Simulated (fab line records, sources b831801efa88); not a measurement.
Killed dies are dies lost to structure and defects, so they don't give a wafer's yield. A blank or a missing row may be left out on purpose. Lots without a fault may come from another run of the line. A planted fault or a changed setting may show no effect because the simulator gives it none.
Problem report in the 8D (eight disciplines) form, filled by code | flow gf180mcu | the parts of the form that need people (team, actions taken, sign-off) are left out

1. THE PROBLEM
dose_ions_cm2 at GF_HV_LDD_IMPLANT_48 reads a mean of 3e+13 on 6 wafers of 2 lots; wafers without a fault read 3e+13 with a standard deviation of 3.4e+10. That is -18 standard deviations from the usual mean.
First seen on wafer L183.3, day 16 04:23, on implanter-01. The record holds 18 wafers of 6 lots with a number at this step. Rule for "out", or "out of limits": more than 4 standard deviations from the usual mean. The other wafers with a number count as sound.

2. WHAT IT IS AND WHAT IT IS NOT
question                    | is                     | is not
which readings at this step | dose_ions_cm2          | beam_energy_keV
which lots                  | L183, L185             | L179, L181, L192, L194
which wafers of those lots  | all that have a number | -
read on which tools         | implanter-01           | implanter-02, implanter-04
when                        | from day 16 04:23      | up to then (6 sound wafers); but 6 sound wafers of L192, L194 came after

3. SUSPECTS, AND WHAT RULES EACH OUT
Counting: a tool at a process step up to the reading stays a suspect if it ran every lot that is out and no sound lot after the first of them.
- plasma_asher-03 at GF_HV_LDD_STRIP_37 (strips in O2/N2): kept. It ran every lot that is out, first L183 (day 15 06:43), and no sound lot after that; its last sound lot up to then is L179 (day 14 00:48).
- implanter-01 at GF_HV_LDD_IMPLANT_48: kept. It ran every lot that is out, first L183 (day 16 04:23), and no sound lot after that; its last sound lot up to then is L179 (day 14 21:15). Its own readings are out on those wafers: dose_ions_cm2.
Left after counting: plasma_asher-03 at GF_HV_LDD_STRIP_37, implanter-01 at GF_HV_LDD_IMPLANT_48.

4. THE CAUSE (what the simulator had put in)
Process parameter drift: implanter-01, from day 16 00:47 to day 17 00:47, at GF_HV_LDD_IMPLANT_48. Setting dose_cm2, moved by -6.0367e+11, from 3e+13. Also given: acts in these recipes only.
Counting left 2 suspects, and this tool is among them.

5. THE CHAIN OF EFFECTS, in route order
Each row: a reading whose mean over the struck wafers that have a number lies more than 3 standard deviations from the usual. Only readings for which the record gives a usual standard deviation are gone through. hours: the time from each lot's start at the first step in this table that gives one to its start at this step, as a median over the lots. sigmas: the change in usual standard deviations.
hours | step                 | reading       | usual | on struck wafers | change | sigmas
0     | GF_HV_LDD_IMPLANT_48 | dose_ions_cm2 | 3e+13 | 3e+13            | -6e+11 | -18
The process steps in it:
- GF_HV_LDD_IMPLANT_48

6. WHAT WOULD HAVE CAUGHT IT SOONER
In this record the first reading out of limits was taken at day 16 04:23, 4 hours after the fault began at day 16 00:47.
